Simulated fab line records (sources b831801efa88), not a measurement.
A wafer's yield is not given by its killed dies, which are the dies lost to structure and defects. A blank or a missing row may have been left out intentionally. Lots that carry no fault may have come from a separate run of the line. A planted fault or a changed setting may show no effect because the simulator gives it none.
Struck lot and sound lot, side by side | flow sfq line | 15 steps out of a route of 325
Sound: these wafers, L429.1, L429.2, L429.6. Struck: wafer L419.2. (L419.4, L419.6 of the same lot were not struck and are left out.) The cause comes at the end.
At each step with rows: each side's tool, then ch and its chambers, then its first start. Under that, the readings that differ: sound wafers | struck wafers | difference of the means | sigmas: that difference in standard deviations of wafers without a fault.
alike: same words and numbers on both sides, and readings whose means sit less than 2 such deviations apart. not compared: any withheld reading, any reading some wafer has no value for, any bound like >300 that may hide the same value, and any number with overlapping values for which the record gives no deviation.
Wherever a step has rows on one side only, a row that says differs or no value, or a row with sigmas, the two part there. Numbers that have no deviation but don't overlap get no sigmas and don't part them. A reading missing from all wafers of one side parts the sides only when that side holds two or more wafers.

first, 1 step without rows for these wafers: SFQ_TRILAYER_M7_STRIP_SOLV_CLEAN_182 (cleans in NMP, time 600 s).
SFQ_TRILAYER_I7_DEP_PECVD_183: deposits SiO2 from SiH4/N2O, time 111.11 s, target thk 500 nm.
  sound on pecvd-02 ch 0,2, day 82 20:48; struck on pecvd-03 ch 1, day 77 02:43
  reading                | sound          | struck | difference | sigmas
  throttle valve pct (%) | 25.5 26.5 26.5 | 23.2   | -3.0       | -2
  alike: heater power w
SFQ_TRILAYER_I7_CMP_CMP_184: polishes SiO2.
  sound on cmp-01 ch 0,2,3, day 82 20:53; struck on cmp-01 ch 2, day 77 02:47
  alike: motor current A, slurry filter dp kPa, time to endpoint s
SFQ_I7_BOW_MEAS_946:
  sound on film metro-03, day 82 23:53; struck on film metro-02, day 77 05:49
  alike: I7_BOW
SFQ_TRILAYER_I7_METRO_MEASURE_185:
  sound on film metro-03, day 83 00:00; struck on film metro-02, day 77 06:07
  alike: thk nm
then, 6 steps without rows for these wafers: SFQ_TRILAYER_I7_VIA_LITHO_COAT_192 (resist thk 62 nm); SFQ_TRILAYER_I7_VIA_LITHO_COAT_187 (resist thk 650 nm); SFQ_TRILAYER_I7_VIA_LITHO_SOFTBAKE_191; SFQ_TRILAYER_I7_VIA_LITHO_EXPOSE_188 (exposes mask I7, target cd 1000 nm); SFQ_TRILAYER_I7_VIA_LITHO_PEB_190 (peb time 60 s); SFQ_TRILAYER_I7_VIA_LITHO_DEVELOP_189 (time 60 s).
SFQ_I7_OVL_MEAS_947:
  sound on overlay-01, day 83 03:27; struck on overlay-02, day 77 10:05
  alike: I7_OVL
SFQ_TRILAYER_I7_VIA_BARC_OPEN_VIA_ETCH_260: etches BARC in O2, target depth 125 nm, time 41.7 s.
  sound on rie diel-02 ch 0,1, day 83 03:29; struck on rie diel-01 ch 0, day 77 10:07
  reading                                                 | sound             | struck | difference | sigmas
  model.KrF_of_TRILAYER_I7_VIA_LITHO_COAT_187.thk nm (nm) | 576.6 577.4 576.4 | 549.7  | -27.1      |
  alike: bias w, drypump motor current A, oes product au
  not compared: rf hours counter h
SFQ_TRILAYER_I7_VIA_ETCH_VIA_ETCH_190: etches SiO2 in CHF3, stops on Nb, target depth 260 nm.
  sound on rie diel-02 ch 0,1, day 83 03:32; struck on rie diel-01 ch 0, day 77 10:08
  reading                                                 | sound             | struck | difference | sigmas
  model.KrF_of_TRILAYER_I7_VIA_LITHO_COAT_187.thk nm (nm) | 531.7 533.6 532.8 | 505.8  | -26.9      |
  alike: bias w, drypump motor current A, oes product au
SFQ_TRILAYER_I7_VIA_STRIP_STRIP_191: strips in O2.
  sound on rie metal-04 ch 0,1, day 83 03:38; struck on rie metal-02 ch 1, day 77 10:16
  alike: drypump motor current A, he backside leak sccm, oes product au
  not compared: rf hours counter h

## WHERE THEY PART
Within this record, at SFQ_TRILAYER_I7_DEP_PECVD_183 only. Later steps at which nothing parts them and some readings are alike: SFQ_TRILAYER_I7_CMP_CMP_184, SFQ_I7_BOW_MEAS_946, SFQ_TRILAYER_I7_METRO_MEASURE_185, SFQ_I7_OVL_MEAS_947, SFQ_TRILAYER_I7_VIA_BARC_OPEN_VIA_ETCH_260, SFQ_TRILAYER_I7_VIA_ETCH_VIA_ETCH_190, SFQ_TRILAYER_I7_VIA_STRIP_STRIP_191.

WHY: the cause the simulator had injected
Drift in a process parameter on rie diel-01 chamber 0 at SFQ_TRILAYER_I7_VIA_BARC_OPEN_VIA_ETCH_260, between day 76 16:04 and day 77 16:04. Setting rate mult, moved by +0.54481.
